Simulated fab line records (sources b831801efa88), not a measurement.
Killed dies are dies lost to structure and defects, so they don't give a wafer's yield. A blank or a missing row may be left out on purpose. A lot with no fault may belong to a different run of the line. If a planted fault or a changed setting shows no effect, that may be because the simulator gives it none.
8D (eight disciplines) problem report, filled in by code / flow gf180mcu / the parts of the form that need people (team, actions taken, sign-off) are left out

== 1. PROBLEM STATEMENT ==
Wafers without a fault read 20, standard deviation 4.4; killed_at_M0_to_M3 at GF_PASSIVATION_PROBE_99 reads a mean of 487 on 6 wafers belonging to 2 lots. So: +99 or more standard deviations from the usual mean.
The first sign was on wafer L189.1 at day 32 01:53, on prober-01. Wafers with a number at this step in the record: 39, from 13 lots. Rule for "out" (also "out of limits"): further than 4 standard deviations from the usual mean. Any other wafer with a number is counted as sound.

== 2. WHAT THIS IS AND IS NOT ==
question=which readings at this step | is=killed_at_M0_to_M3, defect limited yield, killed dies, killed on rim, sort_bin_3_pad_short, sort_bin_5_function, sort n pass, sort yield pct | is not=killed at other
question=which lots | is=L189, L190 | is not=L179, L180, L181, L183, L184, L186, L191, L192, L198, L199, L200
question=which wafers of those lots | is=all that have a number | is not=-
question=read on which tools | is=prober-01, prober-02 | is not=-
question=when | is=from day 32 01:53 | is not=up to then (18 sound wafers); but 15 sound wafers of L191, L192, L198, L199, L200 came after

== 3. WHAT RULES OUT EACH SUSPECT ==
Counting: a tool stays on the suspect list if, at a process step up to the reading, it processed all lots that are out and no sound lot following the first of them.
- pecvd-04 at GF_V3_CVD_02 (deposits SiO2 from TEOS, target thk 850 nm, time 94.851 s): ruled out as a lasting fault. Sound lots L191, L199, L200 ran on it after its first lot that is out, L189 (day 25 04:35).
Left after counting: nothing in the record.

== 4. THE CAUSE (what the simulator had put in) ==
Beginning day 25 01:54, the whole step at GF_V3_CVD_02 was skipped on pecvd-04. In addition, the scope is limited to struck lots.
The count ruled it out by mistake, since the rule takes a fault to strike every lot its tool runs from the start of the fault on, and this one did not do so.

== 5. THE CHAIN OF EFFECTS, in route order ==
One row per reading whose mean, taken over the struck wafers that have a number, lies over 3 standard deviations from the usual. Scope: only readings with a usual standard deviation given in the record; hours: median across lots of the time from each lot's start at the first step in this table that gives one to its start at this step; sigmas: change in usual standard deviations.
hours=0; step=GF_PASSIVATION_PROBE_99; reading=defect limited yield; usual=90.6 %; on struck wafers=0.0; change=-90.6; sigmas=-65
hours=0; step=GF_PASSIVATION_PROBE_99; reading=killed_at_M0_to_M3; usual=20; on struck wafers=487; change=+467; sigmas=+99 or more
hours=0; step=GF_PASSIVATION_PROBE_99; reading=killed dies; usual=46; on struck wafers=492; change=+446; sigmas=+66
hours=0; step=GF_PASSIVATION_PROBE_99; reading=killed on rim; usual=8.9; on struck wafers=96.0; change=+87.1; sigmas=+31
hours=0; step=GF_PASSIVATION_PROBE_99; reading=killed open; usual=26; on struck wafers=6; change=-20; sigmas=-4.0
hours=0; step=GF_PASSIVATION_PROBE_99; reading=killed short; usual=20; on struck wafers=3; change=-17; sigmas=-3.8
hours=0; step=GF_PASSIVATION_PROBE_99; reading=sort_bin_3_pad_short; usual=0.44 %; on struck wafers=23.98; change=+23.54; sigmas=+78
hours=0; step=GF_PASSIVATION_PROBE_99; reading=sort_bin_5_function; usual=5.4 %; on struck wafers=73.5; change=+68.1; sigmas=+68
hours=0; step=GF_PASSIVATION_PROBE_99; reading=sort n pass; usual=446; on struck wafers=0; change=-446; sigmas=-66
hours=0; step=GF_PASSIVATION_PROBE_99; reading=sort yield pct; usual=90.6 %; on struck wafers=0.0; change=-90.6; sigmas=-65
Here are the process steps it includes:
- GF_PASSIVATION_PROBE_99
Readings that are blank on the struck wafers while sound wafers have them: heater power outer w at GF_V3_CVD_02; heater power w at GF_V3_CVD_02.

== 6. WHAT WOULD HAVE CAUGHT IT SOONER ==
The fault began at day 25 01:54; the first out-of-limits reading in this record came at day 32 01:53, 168 hours later.
At GF_V3_CVD_02 the tool's readings are blank on the struck wafers, where sound wafers have them: an empty tool record is the first sign, and it was there at once.
